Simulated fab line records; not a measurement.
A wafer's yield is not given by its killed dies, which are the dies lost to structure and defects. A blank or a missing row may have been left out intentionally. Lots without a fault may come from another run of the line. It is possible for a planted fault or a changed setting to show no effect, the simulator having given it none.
fab line records	flow gf180mcu
record: lots: 24	wafers: 72	last_day: 34
route steps=602 shown V3@443 MIM@503 M5@536
lots untouched by any fault: they come from a run of this same line in which no faults occurred
start_h: hours from the record's first day to the start of the lot's first wafer shown	wait_h: hours elapsed since this lot's preceding step	" as in the row above	L1.1+2: a row that stands for several wafers	- no value present, or no start provided	* or withheld: withheld	< > ~ a bound
route shown NAME@n: NAME is a module with steps in the file, n the number in the route of the first one	usual: average and standard deviation across the fault-free wafers	same: alike in all rows	chamber/n: place in a boat	sites: per-site readings	_std_site: how widely they spread, as a standard deviation	_edge_site: inner sites' mean taken away from outer sites' mean	radius_mm: for every site, how far away it sits from the centre of the wafer	mask NAME#n: copy n	behind: the tool/chamber that last shaped the wafer	hold: why the lot went on hold/how many hours it stayed there/how the hold came to an end	device: names the non-switching transistor (n, p or np)	end of line: the same wafers' tests at the end of the route	a step with no rows: only its recipe	killed: count of dies lost to structure and defects at first sort (not the wafer's yield)	map: a wafer's dies, marking killed ones x, the rest . and places with no die _
set.NAME: the setting as run; set.NAME@STEP: as run at that earlier step	model.NAME: the simulator's own value behind a step, which no gauge read
one table for each step of the route and one row for each wafer, over a sample of lots
services: the hour from which a tool's chamber was out of use, counted from the record's first day as start_h (under 0 if before that day), plus the number of hours and why
== steps ==
step: GF_V3_CD_MEAS_14
recipe: target_cd_nm: 260
usual: cd_nm: 260.1/1.5
lot.wafer	tool	chamber	start_h	wait_h	cd_nm
L074.2	cd_sem-02	-	513.67	0.1	259.8
L074.5	"	-	"	"	259.0
L074.6	"	-	"	"	258.1
L075.1	cd_sem-02	-	522.66	0.1	259.3
L075.2	"	-	"	"	259.1
L075.5	"	-	"	"	259.7
L076.1	cd_sem-02	-	527.35	0.1	261.1
L076.2	"	-	"	"	260.1
L076.4	"	-	"	"	261.3
L077.1	cd_sem-01	-	539.71	0.1	261.8
L077.3	"	-	"	"	262.5
L077.6	"	-	"	"	262.4
L078.2	cd_sem-01	-	544.72	0.1	261.1
L078.4	"	-	"	"	260.3
L078.6	"	-	"	"	261.1
L079.1	cd_sem-01	-	555.61	0.1	258.2
L079.3	"	-	"	"	258.2
L079.6	"	-	"	"	258.5
L080.2	cd_sem-02	-	569.42	0.1	260.6
L080.4	"	-	"	"	261.3
L080.6	"	-	"	"	260.5
L081.1	cd_sem-02	-	573.35	0.1	257.9
L081.3	"	-	"	"	258.0
L081.4	"	-	"	"	258.1
L082.1	cd_sem-02	-	582.10	0.1	259.2
L082.3	"	-	"	"	259.7
L082.5	"	-	"	"	259.2
L083.2	cd_sem-01	-	588.43	0.1	260.5
L083.3	"	-	"	"	260.6
L083.6	"	-	"	"	260.2
L084.3	cd_sem-01	-	600.09	0.1	261.9
L084.5	"	-	"	"	263.3
L084.6	"	-	"	"	262.1
L085.2	cd_sem-01	-	605.77	0.1	259.8
L085.4	"	-	"	"	259.3
L085.6	"	-	"	"	259.4
L086.1	cd_sem-02	-	617.56	0.1	260.8
L086.4	"	-	"	"	260.6
L086.6	"	-	"	"	261.5
L087.2	cd_sem-01	-	629.28	0.1	260.2
L087.4	"	-	"	"	259.6
L087.6	"	-	"	"	260.0
L088.2	cd_sem-01	-	639.13	0.1	258.2
L088.3	"	-	"	"	258.3
L088.6	"	-	"	"	258.2
L089.1	cd_sem-01	-	643.06	0.1	261.6
L089.3	"	-	"	"	260.5
L089.6	"	-	"	"	261.6
L090.1	cd_sem-02	-	647.76	0.1	259.6
L090.4	"	-	"	"	258.9
L090.5	"	-	"	"	258.5
L091.2	cd_sem-02	-	650.96	0.1	262.4
L091.3	"	-	"	"	261.4
L091.4	"	-	"	"	261.8
L092.2	cd_sem-02	-	662.12	0.1	261.6
L092.3	"	-	"	"	261.7
L092.5	"	-	"	"	261.2
L093.3	cd_sem-01	-	665.40	0.1	262.3
L093.5	"	-	"	"	262.0
L093.6	"	-	"	"	262.3
L094.2	cd_sem-01	-	673.97	0.1	257.6
L094.4	"	-	"	"	258.4
L094.6	"	-	"	"	258.1
L095.2	cd_sem-01	-	677.66	0.1	262.3
L095.3	"	-	"	"	260.7
L095.4	"	-	"	"	262.2
L096.1	cd_sem-01	-	678.49	0.1	260.8
L096.2	"	-	"	"	260.7
L096.6	"	-	"	"	260.8
L097.1	cd_sem-02	-	688.54	0.1	258.7
L097.2	"	-	"	"	257.2
L097.4	"	-	"	"	259.0
step: GF_MIM_SPUTTER_00
recipe: material: Ti	target_thk_nm: 37.5	arriving_ion_energy_ev: 80	substrate_temp_c: 200	chamber_pressure_pa: 2	power_w: 4000	time_s: 150
usual: throttle_valve_pct: 30.3/0.84
lot.wafer	tool	chamber	start_h	wait_h	throttle_valve_pct
L074.2	pvd_sputter-02	-	563.96	0.2	31.5
L074.5	"	-	"	"	31.6
L074.6	"	-	"	"	29.2
L075.1	pvd_sputter-02	-	572.13	0.2	29.2
L075.2	"	-	"	"	30.1
L075.5	"	-	"	"	31.7
L076.1	pvd_sputter-03	-	576.58	0.2	30.2
L076.2	"	-	"	"	30.9
L076.4	"	-	"	"	30.2
L077.1	pvd_sputter-04	-	587.96	0.1	30.0
L077.3	"	-	"	"	30.3
L077.6	"	-	"	"	30.0
L078.2	pvd_sputter-03	-	593.50	0.2	30.4
L078.4	"	-	"	"	31.0
L078.6	"	-	"	"	30.2
L079.1	pvd_sputter-02	-	603.80	0.2	31.5
L079.3	"	-	"	"	31.3
L079.6	"	-	"	"	31.7
L080.2	pvd_sputter-04	-	616.96	0.2	30.0
L080.4	"	-	"	"	29.0
L080.6	"	-	"	"	29.1
L081.1	pvd_sputter-02	-	620.50	0.2	29.7
L081.3	"	-	"	"	31.6
L081.4	"	-	"	"	29.1
L082.1	pvd_sputter-04	-	628.58	0.1	30.3
L082.3	"	-	"	"	30.2
L082.5	"	-	"	"	29.7
L083.2	pvd_sputter-04	-	635.14	0.1	30.3
L083.3	"	-	"	"	29.7
L083.6	"	-	"	"	28.9
L084.3	pvd_sputter-02	-	645.75	0.1	31.6
L084.5	"	-	"	"	29.9
L084.6	"	-	"	"	31.4
L085.2	pvd_sputter-03	-	651.37	0.2	30.4
L085.4	"	-	"	"	30.3
L085.6	"	-	"	"	30.9
L086.1	pvd_sputter-04	-	662.51	0.2	28.9
L086.4	"	-	"	"	29.1
L086.6	"	-	"	"	30.2
L087.2	pvd_sputter-02	-	673.75	0.1	31.7
L087.4	"	-	"	"	31.5
L087.6	"	-	"	"	30.0
L088.2	pvd_sputter-03	-	683.60	0.1	31.0
L088.3	"	-	"	"	31.0
L088.6	"	-	"	"	30.2
L089.1	pvd_sputter-04	-	686.19	0.1	29.6
L089.3	"	-	"	"	28.9
L089.6	"	-	"	"	28.6
L090.1	pvd_sputter-04	-	690.94	0.1	29.7
L090.4	"	-	"	"	30.3
L090.5	"	-	"	"	29.5
L091.2	pvd_sputter-02	-	694.30	0.2	29.8
L091.3	"	-	"	"	29.2
L091.4	"	-	"	"	31.2
L092.2	pvd_sputter-04	-	704.66	0.2	30.4
L092.3	"	-	"	"	29.7
L092.5	"	-	"	"	29.0
L093.3	pvd_sputter-03	-	707.62	0.1	31.1
L093.5	"	-	"	"	31.0
L093.6	"	-	"	"	30.3
L094.2	pvd_sputter-04	-	714.77	0.2	29.9
L094.4	"	-	"	"	29.3
L094.6	"	-	"	"	30.3
L095.2	pvd_sputter-02	-	719.14	0.1	31.5
L095.3	"	-	"	"	29.2
L095.4	"	-	"	"	31.8
L096.1	pvd_sputter-02	-	720.00	0.1	31.4
L096.2	"	-	"	"	30.0
L096.6	"	-	"	"	31.3
L097.1	pvd_sputter-04	-	729.74	0.1	29.1
L097.2	"	-	"	"	29.6
L097.4	"	-	"	"	30.2
step: GF_MIM_SPUTTER_02
recipe: material: AlCu	target_thk_nm: 450	power_w: 10600	time_s: 23.9	chamber_pressure_pa: 0.4
usual: throttle_valve_pct: 30.3/0.87
lot.wafer	tool	chamber	start_h	wait_h	throttle_valve_pct
L074.2	pvd_sputter-02	-	564.09	0.0	31.6
L074.5	"	-	"	"	31.4
L074.6	"	-	"	"	29.0
L075.1	pvd_sputter-02	-	572.26	0.0	29.2
L075.2	"	-	"	"	30.0
L075.5	"	-	"	"	31.2
L076.1	pvd_sputter-03	-	576.71	0.0	30.4
L076.2	"	-	"	"	30.8
L076.4	"	-	"	"	30.5
L077.1	pvd_sputter-04	-	588.10	0.0	30.1
L077.3	"	-	"	"	30.2
L077.6	"	-	"	"	30.5
L078.2	pvd_sputter-03	-	593.64	0.0	30.5
L078.4	"	-	"	"	31.0
L078.6	"	-	"	"	30.7
L079.1	pvd_sputter-02	-	603.93	0.0	31.6
L079.3	"	-	"	"	31.4
L079.6	"	-	"	"	31.6
L080.2	pvd_sputter-04	-	617.10	0.0	30.2
L080.4	"	-	"	"	29.2
L080.6	"	-	"	"	28.8
L081.1	pvd_sputter-02	-	620.63	0.0	29.7
L081.3	"	-	"	"	31.6
L081.4	"	-	"	"	29.0
L082.1	pvd_sputter-04	-	628.71	0.0	30.3
L082.3	"	-	"	"	30.2
L082.5	"	-	"	"	29.5
L083.2	pvd_sputter-04	-	635.27	0.0	30.4
L083.3	"	-	"	"	29.4
L083.6	"	-	"	"	28.8
L084.3	pvd_sputter-02	-	645.88	0.0	31.6
L084.5	"	-	"	"	29.8
L084.6	"	-	"	"	31.5
L085.2	pvd_sputter-03	-	651.50	0.0	30.5
L085.4	"	-	"	"	30.3
L085.6	"	-	"	"	30.6
L086.1	pvd_sputter-04	-	662.64	0.0	29.2
L086.4	"	-	"	"	29.4
L086.6	"	-	"	"	30.5
L087.2	pvd_sputter-02	-	673.88	0.0	31.7
L087.4	"	-	"	"	31.5
L087.6	"	-	"	"	29.8
L088.2	pvd_sputter-03	-	683.73	0.0	31.1
L088.3	"	-	"	"	31.0
L088.6	"	-	"	"	30.2
L089.1	pvd_sputter-04	-	686.32	0.0	29.6
L089.3	"	-	"	"	28.9
L089.6	"	-	"	"	29.0
L090.1	pvd_sputter-04	-	691.07	0.0	29.8
L090.4	"	-	"	"	30.3
L090.5	"	-	"	"	29.7
L091.2	pvd_sputter-02	-	694.43	0.0	30.0
L091.3	"	-	"	"	29.2
L091.4	"	-	"	"	31.8
L092.2	pvd_sputter-04	-	704.79	0.0	30.3
L092.3	"	-	"	"	29.6
L092.5	"	-	"	"	28.8
L093.3	pvd_sputter-03	-	707.75	0.0	31.3
L093.5	"	-	"	"	30.9
L093.6	"	-	"	"	30.1
L094.2	pvd_sputter-04	-	714.90	0.0	29.4
L094.4	"	-	"	"	29.8
L094.6	"	-	"	"	30.4
L095.2	pvd_sputter-02	-	719.27	0.0	31.8
L095.3	"	-	"	"	29.1
L095.4	"	-	"	"	31.5
L096.1	pvd_sputter-02	-	720.14	0.0	31.4
L096.2	"	-	"	"	30.0
L096.6	"	-	"	"	31.8
L097.1	pvd_sputter-04	-	729.87	0.0	28.9
L097.2	"	-	"	"	29.4
L097.4	"	-	"	"	30.2
step: GF_MIM_SPUTTER_03
recipe: material: Ti	target_thk_nm: 10	substrate_temp_c: 300	chamber_pressure_pa: 0.3	power_w: 3000	time_s: 6.7
usual: throttle_valve_pct: 30.3/0.87
lot.wafer	tool	chamber	start_h	wait_h	throttle_valve_pct
L074.2	pvd_sputter-02	-	564.12	0.0	31.3
L074.5	"	-	"	"	31.5
L074.6	"	-	"	"	29.7
L075.1	pvd_sputter-02	-	572.29	0.0	29.4
L075.2	"	-	"	"	29.8
L075.5	"	-	"	"	31.5
L076.1	pvd_sputter-03	-	576.74	0.0	30.4
L076.2	"	-	"	"	31.1
L076.4	"	-	"	"	29.9
L077.1	pvd_sputter-04	-	588.13	0.0	30.2
L077.3	"	-	"	"	30.2
L077.6	"	-	"	"	30.5
L078.2	pvd_sputter-03	-	593.67	0.0	30.0
L078.4	"	-	"	"	30.8
L078.6	"	-	"	"	30.3
L079.1	pvd_sputter-02	-	603.96	0.0	31.5
L079.3	"	-	"	"	31.5
L079.6	"	-	"	"	31.7
L080.2	pvd_sputter-04	-	617.13	0.0	30.2
L080.4	"	-	"	"	28.8
L080.6	"	-	"	"	28.6
L081.1	pvd_sputter-02	-	620.66	0.0	29.7
L081.3	"	-	"	"	31.6
L081.4	"	-	"	"	29.4
L082.1	pvd_sputter-04	-	628.74	0.0	30.3
L082.3	"	-	"	"	30.1
L082.5	"	-	"	"	29.5
L083.2	pvd_sputter-04	-	635.30	0.0	30.3
L083.3	"	-	"	"	29.7
L083.6	"	-	"	"	28.8
L084.3	pvd_sputter-02	-	645.91	0.0	31.6
L084.5	"	-	"	"	29.9
L084.6	"	-	"	"	31.6
L085.2	pvd_sputter-03	-	651.53	0.0	30.5
L085.4	"	-	"	"	30.4
L085.6	"	-	"	"	30.9
L086.1	pvd_sputter-04	-	662.67	0.0	28.7
L086.4	"	-	"	"	29.5
L086.6	"	-	"	"	30.3
L087.2	pvd_sputter-02	-	673.91	0.0	31.7
L087.4	"	-	"	"	31.4
L087.6	"	-	"	"	30.0
L088.2	pvd_sputter-03	-	683.76	0.0	31.3
L088.3	"	-	"	"	31.0
L088.6	"	-	"	"	30.2
L089.1	pvd_sputter-04	-	686.35	0.0	29.6
L089.3	"	-	"	"	28.8
L089.6	"	-	"	"	28.8
L090.1	pvd_sputter-04	-	691.10	0.0	29.5
L090.4	"	-	"	"	30.4
L090.5	"	-	"	"	29.3
L091.2	pvd_sputter-02	-	694.46	0.0	29.9
L091.3	"	-	"	"	29.1
L091.4	"	-	"	"	31.4
L092.2	pvd_sputter-04	-	704.82	0.0	30.2
L092.3	"	-	"	"	29.6
L092.5	"	-	"	"	28.8
L093.3	pvd_sputter-03	-	707.78	0.0	31.1
L093.5	"	-	"	"	30.7
L093.6	"	-	"	"	30.0
L094.2	pvd_sputter-04	-	714.93	0.0	29.6
L094.4	"	-	"	"	29.5
L094.6	"	-	"	"	30.3
L095.2	pvd_sputter-02	-	719.30	0.0	31.6
L095.3	"	-	"	"	29.1
L095.4	"	-	"	"	31.5
L096.1	pvd_sputter-02	-	720.17	0.0	31.7
L096.2	"	-	"	"	29.8
L096.6	"	-	"	"	31.8
L097.1	pvd_sputter-04	-	729.90	0.0	28.7
L097.2	"	-	"	"	29.6
L097.4	"	-	"	"	30.2
step: GF_MIM_RS_MEAS_10
recipe: thk_meas_gauge: four-point-probe	reads: TiN_of_MIM_SPUTTER_09+AlCu_of_MIM_SPUTTER_08+TiN_of_MIM_SPUTTER_07
usual: MIM_ALCU_RS: 0.1602/0.0016
lot.wafer	tool	chamber	start_h	wait_h	MIM_ALCU_RS[ohm/sq]
L074.2	film_metro-04	-	564.39	0.0	0.1604
L074.5	"	-	"	"	0.1592
L074.6	"	-	"	"	0.1598
L075.1	film_metro-01	-	572.57	0.0	0.1572
L075.2	"	-	"	"	0.1568
L075.5	"	-	"	"	0.1575
L076.1	film_metro-02	-	576.99	0.0	0.1615
L076.2	"	-	"	"	0.1611
L076.4	"	-	"	"	0.1598
L077.1	film_metro-01	-	588.38	0.0	0.1578
L077.3	"	-	"	"	0.1568
L077.6	"	-	"	"	0.1572
L078.2	film_metro-02	-	593.94	0.0	0.1586
L078.4	"	-	"	"	0.1589
L078.6	"	-	"	"	0.1573
L079.1	film_metro-04	-	604.21	0.0	0.1641
L079.3	"	-	"	"	0.1634
L079.6	"	-	"	"	0.1630
L080.2	film_metro-02	-	617.40	0.0	0.1605
L080.4	"	-	"	"	0.1612
L080.6	"	-	"	"	0.1593
L081.1	film_metro-01	-	620.91	0.0	0.1611
L081.3	"	-	"	"	0.1615
L081.4	"	-	"	"	0.1626
L082.1	film_metro-01	-	629.00	0.0	0.1595
L082.3	"	-	"	"	0.1599
L082.5	"	-	"	"	0.1585
L083.2	film_metro-01	-	635.57	0.0	0.1617
L083.3	"	-	"	"	0.1608
L083.6	"	-	"	"	0.1595
L084.3	film_metro-04	-	646.20	0.1	0.1602
L084.5	"	-	"	"	0.1614
L084.6	"	-	"	"	0.1605
L085.2	film_metro-01	-	651.80	0.0	0.1611
L085.4	"	-	"	"	0.1592
L085.6	"	-	"	"	0.1596
L086.1	film_metro-04	-	662.93	0.0	0.1583
L086.4	"	-	"	"	0.1588
L086.6	"	-	"	"	0.1596
L087.2	film_metro-04	-	674.18	0.0	0.1590
L087.4	"	-	"	"	0.1598
L087.6	"	-	"	"	0.1596
L088.2	film_metro-04	-	684.04	0.0	0.1615
L088.3	"	-	"	"	0.1616
L088.6	"	-	"	"	0.1611
L089.1	film_metro-02	-	686.61	0.0	0.1598
L089.3	"	-	"	"	0.1597
L089.6	"	-	"	"	0.1609
L090.1	film_metro-02	-	691.36	0.0	0.1621
L090.4	"	-	"	"	0.1630
L090.5	"	-	"	"	0.1637
L091.2	film_metro-01	-	694.73	0.0	0.1608
L091.3	"	-	"	"	0.1603
L091.4	"	-	"	"	0.1619
L092.2	film_metro-01	-	705.09	0.0	0.1610
L092.3	"	-	"	"	0.1625
L092.5	"	-	"	"	0.1615
L093.3	film_metro-04	-	708.07	0.1	0.1620
L093.5	"	-	"	"	0.1625
L093.6	"	-	"	"	0.1617
L094.2	film_metro-01	-	715.20	0.0	0.1606
L094.4	"	-	"	"	0.1600
L094.6	"	-	"	"	0.1611
L095.2	film_metro-04	-	719.57	0.0	0.1577
L095.3	"	-	"	"	0.1601
L095.4	"	-	"	"	0.1592
L096.1	film_metro-01	-	720.42	0.0	0.1601
L096.2	"	-	"	"	0.1601
L096.6	"	-	"	"	0.1609
L097.1	film_metro-04	-	730.15	0.0	0.1575
L097.2	"	-	"	"	0.1584
L097.4	"	-	"	"	0.1576
step: GF_M5_METAL_ETCH_10
recipe: chemistry: Cl2/BCl3	mask_material: KrF	target_depth_nm: 627.5	stop_on: SiO2	pressure_mtorr: 8	icp_w: 800	bias_w: 140	Cl2_flow_sccm: 80	bcl3_flow_sccm: 40	time_s: 104.6
usual: bcl3_flow_sccm: 40.01/0.11	drypump_motor_current_A: 5.7/0.36	oes_product_au: 0.974/0.0077	throttle_valve_pct: 28.247/0.011
lot.wafer	tool	chamber	start_h	wait_h	bcl3_flow_sccm	drypump_motor_current_A	oes_product_au	rf_hours_counter_h	throttle_valve_pct
L074.2	rie_metal-01	0	607.87	0.0	40.00	6.0	0.984	9	28.227
L074.5	"	1	"	"	40.04	5.7	0.979	-	28.236
L074.6	"	0	"	"	39.99	6.0	0.979	-	28.237
L075.1	rie_metal-04	1	616.22	0.0	39.95	6.2	0.970	4	28.237
L075.2	"	0	"	"	39.98	5.2	0.976	1	28.252
L075.5	"	1	"	"	39.97	6.2	0.977	-	28.257
L076.1	rie_metal-02	1	619.29	0.0	40.13	5.1	0.980	1	28.243
L076.2	"	0	"	"	39.93	6.0	0.972	10	28.257
L076.4	"	0	"	"	39.93	6.0	0.977	-	28.239
L077.1	rie_metal-01	1	630.11	0.0	40.07	5.7	0.962	6	28.242
L077.3	"	0	"	"	39.95	6.0	0.968	-	28.252
L077.6	"	1	"	"	40.00	5.7	0.977	-	28.267
L078.2	rie_metal-04	0	635.82	0.0	40.03	5.2	0.967	1	28.261
L078.4	"	0	"	"	40.13	5.2	0.967	-	28.252
L078.6	"	0	"	"	40.01	5.2	0.974	-	28.251
L079.1	rie_metal-02	1	645.72	0.0	40.12	5.1	0.992	2	28.230
L079.3	"	1	"	"	40.09	5.1	0.980	-	28.226
L079.6	"	0	"	"	40.04	5.9	0.985	-	28.240
L080.2	rie_metal-02	1	657.77	0.0	40.16	5.1	0.990	2	28.234
L080.4	"	1	"	"	40.27	5.1	0.986	-	28.224
L080.6	"	0	"	"	40.11	6.0	0.988	-	28.239
L081.1	rie_metal-04	0	660.82	0.0	40.01	5.2	0.981	2	28.245
L081.3	"	0	"	"	39.94	5.2	0.973	-	28.251
L081.4	"	1	"	"	40.01	6.2	0.976	-	28.250
L082.1	rie_metal-01	0	669.39	0.0	39.88	5.9	0.975	12	28.252
L082.3	"	1	"	"	40.07	5.7	0.970	-	28.245
L082.5	"	0	"	"	39.82	5.9	0.978	-	28.241
L083.2	rie_metal-01	1	675.47	0.0	39.95	5.7	0.969	8	28.254
L083.3	"	1	"	"	40.01	5.7	0.978	-	28.237
L083.6	"	0	"	"	39.96	5.9	0.976	-	28.248
L084.3	rie_metal-04	0	685.21	0.0	40.02	5.2	0.968	-	28.264
L084.5	"	0	"	"	39.98	5.2	0.966	-	28.254
L084.6	"	1	"	"	39.96	6.1	0.972	-	28.245
L085.2	rie_metal-01	1	690.37	0.0	40.20	5.7	0.973	8	28.239
L085.4	"	0	"	"	40.21	5.9	0.986	-	28.255
L085.6	"	0	"	"	40.04	5.9	0.985	-	28.244
L086.1	rie_metal-04	0	700.34	0.0	40.34	5.2	0.976	3	28.239
L086.4	"	0	"	"	39.87	5.2	0.975	-	28.252
L086.6	"	0	"	"	40.05	5.2	0.981	-	28.245
L087.2	rie_metal-01	1	712.18	0.0	40.10	5.7	0.970	-	28.259
L087.4	"	1	"	"	40.02	5.7	0.966	-	28.262
L087.6	"	1	"	"	39.93	5.7	0.971	-	28.243
L088.2	rie_metal-04	0	720.49	0.0	39.96	5.2	0.971	4	28.233
L088.3	"	1	"	"	40.04	6.1	0.975	-	28.238
L088.6	"	0	"	"	40.05	5.2	0.972	-	28.255
L089.1	rie_metal-02	1	723.84	0.0	39.79	5.1	0.971	5	28.246
L089.3	"	1	"	"	40.08	5.1	0.983	-	28.227
L089.6	"	1	"	"	39.86	5.1	0.981	-	28.233
L090.1	rie_metal-01	1	728.67	0.0	39.90	5.7	0.969	10	28.246
L090.4	"	1	"	"	39.90	5.7	0.973	-	28.243
L090.5	"	1	"	"	39.96	5.7	0.974	-	28.250
L091.2	rie_metal-01	1	731.04	0.0	40.17	5.7	0.974	10	28.239
L091.3	"	0	"	"	40.08	5.9	0.972	-	28.232
L091.4	"	1	"	"	39.95	5.7	0.984	-	28.242
L092.2	rie_metal-01	1	740.84	0.0	40.03	5.7	0.957	11	28.257
L092.3	"	0	"	"	39.88	6.0	0.957	-	28.280
L092.5	"	0	"	"	39.98	6.0	0.963	-	28.252
L093.3	rie_metal-02	1	744.23	0.0	40.03	5.1	0.965	-	28.264
L093.5	"	0	"	"	40.13	5.9	0.959	-	28.259
L093.6	"	1	"	"	39.80	5.1	0.962	-	28.255
L094.2	rie_metal-02	0	750.09	0.0	39.83	6.0	0.962	0	28.258
L094.4	"	1	"	"	39.90	5.1	0.953	-	28.263
L094.6	"	0	"	"	40.03	6.0	0.957	-	28.258
L095.2	rie_metal-01	1	754.07	0.0	39.77	5.7	0.969	11	28.249
L095.3	"	1	"	"	39.93	5.7	0.975	-	28.254
L095.4	"	0	"	"	39.99	5.9	0.979	-	28.247
L096.1	rie_metal-02	1	754.54	0.0	40.09	5.1	0.983	7	28.243
L096.2	"	0	"	"	39.87	5.9	0.969	1	28.253
L096.6	"	0	"	"	40.02	5.9	0.982	-	28.234
L097.1	rie_metal-01	0	763.52	0.0	40.22	6.0	0.970	1	28.250
L097.2	"	1	"	"	39.99	5.7	0.971	12	28.250
L097.4	"	0	"	"	39.77	6.0	0.984	-	28.226
== services ==
tool	chamber	start_h	hours	kind
pvd_sputter-03	2	540.27	-	consumable_replace:kit
pvd_sputter-03	2	540.27	18.0	scheduled_down
pvd_sputter-03	2	540.27	18.0	vent_cycle
pvd_sputter-03	-	550.99	0.7	repair
pvd_sputter-04	-	558.58	0.7	repair
pvd_sputter-04	2	584.05	-	consumable_replace:kit
pvd_sputter-04	2	584.05	18.0	scheduled_down
pvd_sputter-04	2	584.05	18.0	vent_cycle
pvd_sputter-04	-	625.58	2.8	repair
pvd_sputter-04	-	637.99	2.0	repair
pvd_sputter-02	0	639.69	-	consumable_replace:kit
rie_metal-01	-	648.28	0.1	repair
rie_metal-02	-	654.59	0.6	repair
pvd_sputter-04	-	657.92	4.0	repair
rie_metal-01	-	684.61	1.2	repair
rie_metal-01	0	708.27	-	clean
pvd_sputter-04	1	710.40	-	consumable_replace:kit
pvd_sputter-04	1	710.40	18.0	scheduled_down
pvd_sputter-04	1	710.40	18.0	vent_cycle
rie_metal-04	1	734.72	16.6	repair
rie_metal-01	-	755.76	0.2	repair
pvd_sputter-02	-	758.17	1.7	repair
rie_metal-02	-	758.74	2.8	pm
rie_metal-02	1	763.36	3.5	repair
== key ==
fault none
